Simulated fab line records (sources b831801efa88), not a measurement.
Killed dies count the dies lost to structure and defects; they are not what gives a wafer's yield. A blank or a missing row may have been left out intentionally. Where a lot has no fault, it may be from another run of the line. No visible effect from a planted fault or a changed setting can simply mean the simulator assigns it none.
Chamber matching | flow gf180mcu | cmp-01 running GF_V1_CMP_04: 4 sister chambers
The step polishes SiO2. 18 wafers are shown with their chamber, then 9 later ones without.

== EACH WAFER AND ITS CHAMBER ==
wafer  | chamber | motor current A (A) | platen rpm (rpm) | time to endpoint s (s)
L078.2 | 2       | 10.8                | 59.97            | 76
L078.5 | 2       | 11.0                | 60.04            | 76
L078.6 | 1       | 9.7                 | 60.01            | 87
L080.4 | 2       | 11.7                | 60.02            | 72
L080.5 | 0       | 13.0                | 59.98            | 86
L080.6 | 3       | 13.8                | 59.99            | 85
L081.2 | 0       | 12.4                | 60.03            | 67
L081.3 | 1       | 10.4                | 59.97            | 77
L081.4 | 2       | 11.5                | 59.97            | 74
L084.1 | 3       | 13.6                | 60.02            | 77
L084.4 | 2       | 11.5                | 60.01            | 81
L084.6 | 0       | 12.4                | 60.02            | 84
L088.2 | 1       | 9.8                 | 59.97            | 78
L088.3 | 3       | 14.0                | 60.00            | 76
L088.4 | 2       | 11.3                | 59.97            | 76
L089.1 | 2       | 11.1                | 60.01            | 72
L089.2 | 3       | 14.5                | 60.08            | 71
L089.6 | 0       | 11.7                | 59.97            | 80

SIGNATURES, as means of the wafers listed above
reading            | chamber 0 | chamber 1 | chamber 2 | chamber 3 | scatter within a chamber
motor current A    | 12.375    | 9.967     | 11.271    | 13.975    | 0.396
platen rpm         | 60.0000   | 59.9833   | 59.9986   | 60.0225   | 0.031
time to endpoint s | 79.25     | 80.67     | 75.29     | 77.25     | 5.59
Rule: for each reading, subtract the chamber's mean from the wafer's reading, divide by that reading's scatter and square the result; add these up over the readings and take the root, which gives the wafer's distance from the chamber. If the next closest chamber is less than 2 further off than the closest, the wafer can't be placed; otherwise it belongs to the closest. How the scatter is found: for the shown wafers, subtract from each reading the mean of its chamber, square and add these, divide the total by (wafers less chambers), then take the root.

== WAFERS WHOSE CHAMBER IS MISSING ==
wafer  | motor current A (A) | platen rpm (rpm) | time to endpoint s (s)
L091.1 | 13.3                | 59.99            | 81
L091.2 | 9.7                 | 59.99            | 81
L091.6 | 11.7                | 59.94            | 80
L096.1 | 11.3                | 60.04            | 69
L096.3 | 9.8                 | 59.97            | 83
L096.5 | 12.5                | 60.01            | 77
L097.3 | 11.7                | 60.06            | 77
L097.4 | 12.4                | 60.02            | 82
L097.6 | 10.0                | 60.01            | 89

== EACH ONE'S CHAMBER ==
wafer  | from the rows above     | in truth
L091.1 | can't be placed: 3 or 0 | 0
L091.2 | 1                       | 1
L091.6 | can't be placed: 2 or 0 | 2
L096.1 | can't be placed: 2 or 0 | 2
L096.3 | 1                       | 1
L096.5 | 0                       | 0
L097.3 | can't be placed: 2 or 0 | 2
L097.4 | 0                       | 0
L097.6 | 1                       | 1
Correctly placed: 5 of 9. Can't be placed from these rows: 4 (the true chamber is among the candidates in 4). Wrongly placed: 0.
